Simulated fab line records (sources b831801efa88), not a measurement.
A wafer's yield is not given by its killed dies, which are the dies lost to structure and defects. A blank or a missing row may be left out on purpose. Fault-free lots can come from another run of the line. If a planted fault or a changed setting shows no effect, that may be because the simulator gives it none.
Which tool did it?	flow sky130	at 1 step of a route of 708, 6 lots with 18 wafers sampled

WHAT THE GAUGES SHOWED, per wafer
SKY_SONOS_ONO_THK_MEAS_03.
lot	measured	on	SONOS_ONO_CVD_02_THK (nm)
L930	day 12 07:37	film_metro-04	10.29 10.42 10.39
L936	day 14 06:07	film_metro-04	10.47 10.47 10.38
L941	day 16 02:13	film_metro-04	10.62 10.71 10.66
L946	day 17 11:46	film_metro-02	10.44 10.49 10.45
L948	day 18 02:00	film_metro-04	10.26 10.40 10.22
L950	day 18 23:52	film_metro-01	10.71 10.56 10.52

WHAT TOOL EACH LOT RAN ON (gives the tool, then ch and the chambers of the sampled wafers, and finally the start)
The record holds no process step before these readings.

THE ANSWER, worked out from the rows above alone
Rule: usual is defined by the lots themselves. Put in order of their means at a reading, lots are off if they are a third of the lots or fewer, leave a main group of 4 or more, and stand apart from it by a gap of 3 or more times the standard deviation of the main group's means; of several such gaps the widest counts. Not used: any main group whose means are identical at the precision the tables above print for the reading. Also off: a lot with no number at a reading for which 4 or more lots have one. Any other lot the step has rows for is counted as sound.
Nothing can be told from this: no lot is off at any reading shown.

WHAT HAD BEEN PUT IN BY THE SIMULATOR
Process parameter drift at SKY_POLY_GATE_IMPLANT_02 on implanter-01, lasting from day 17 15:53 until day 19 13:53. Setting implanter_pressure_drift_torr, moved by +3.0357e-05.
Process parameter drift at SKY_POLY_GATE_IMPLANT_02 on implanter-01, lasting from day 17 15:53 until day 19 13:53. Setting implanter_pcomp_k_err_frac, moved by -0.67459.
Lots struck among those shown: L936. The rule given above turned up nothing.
